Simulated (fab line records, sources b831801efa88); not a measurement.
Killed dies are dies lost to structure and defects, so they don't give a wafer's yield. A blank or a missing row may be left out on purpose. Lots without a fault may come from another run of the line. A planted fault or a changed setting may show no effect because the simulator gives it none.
One fault seen from 2 desks | flow sky130 | each desk has only its own numbers; what lay behind them comes last

THE TOOL OWNER'S DESK: implanter-02
The tool's own readings at SKY_VT_ADJUST_HVTR_IMPLANT_09: means of the sampled wafers that have a number, for each lot that ran on this tool. A lot is out of limits, marked OUT, if its mean lies more than 4 standard deviations from the usual mean; the brackets give that distance.
Columns: A = dose_ions_cm2 at SKY_VT_ADJUST_HVTR_IMPLANT_09, usual 2.1003e+12; B = faraday_current_uA at SKY_VT_ADJUST_HVTR_IMPLANT_09, usual 11.85
lot  | first seen here | A                            | B
L523 | day 10 04:57    | 2.0991e+12                   | 11.87
L533 | day 13 12:15    | 1.2824e+12 (-99 or more) OUT | 7.28 (-20) OUT
L534 | day 13 14:33    | 1.2844e+12 (-99 or more) OUT | 7.18 (-20) OUT
L543 | day 16 15:15    | 2.1008e+12                   | 11.90
This desk's finding: out of limits on L533, L534; first on L533, day 13 12:15 (dose_ions_cm2 at SKY_VT_ADJUST_HVTR_IMPLANT_09). In limits: L523, L543.

THE METROLOGY DESK
What the gauges read, lot by lot, whatever tool the lot ran on: means of the sampled wafers that have a number. A lot is out of limits, marked OUT, if its mean lies more than 4 standard deviations from the usual mean; the brackets give that distance.
Columns: A = VT_ADJUST_HVTR_TW at SKY_VT_ADJUST_HVTR_TW_MEAS_11, usual 209.9; B = LDD_HVN_TW at SKY_LDD_HVN_TW_MEAS_10, usual 1434
lot  | first seen here | A               | B
L521 | day 9 17:45     | 211.6           | 1445
L523 | day 10 05:12    | 208.8           | 1433
L525 | day 10 19:58    | 210.3           | 1428
L528 | day 11 21:13    | 209.6           | 1444
L533 | day 13 12:30    | 183.0 (-24) OUT | 1441
L534 | day 13 14:46    | 183.2 (-24) OUT | 1443
L537 | day 14 22:46    | 210.2           | 1422
L539 | day 15 05:21    | 209.0           | 1434
L540 | day 15 13:05    | 210.8           | 1426
L541 | day 15 23:25    | 210.0           | 1435
L543 | day 16 15:30    | 211.5           | 1426
This desk's finding: out of limits on L533, L534; first on L533, day 13 12:30 (VT_ADJUST_HVTR_TW at SKY_VT_ADJUST_HVTR_TW_MEAS_11). In limits: L521, L523, L525, L528, L537, L539, L540, L541, L543.

PUT TOGETHER
The tool owner's desk could have raised an alarm at day 13 12:15, on L533, L534.
The metrology desk could have raised an alarm at day 13 12:30, on L533, L534.
Of the lots named, all ran SKY_VT_ADJUST_HVTR_IMPLANT_09 on implanter-02.

WHAT THE SIMULATOR HAD PUT IN
Process parameter drift: implanter-02, from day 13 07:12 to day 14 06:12, at SKY_VT_ADJUST_HVTR_IMPLANT_09. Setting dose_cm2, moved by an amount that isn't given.
Lots struck among those shown: L533, L534.
Hours from the fault's start to each desk's first reading out of limits: the tool owner's desk, 5; the metrology desk, 5.
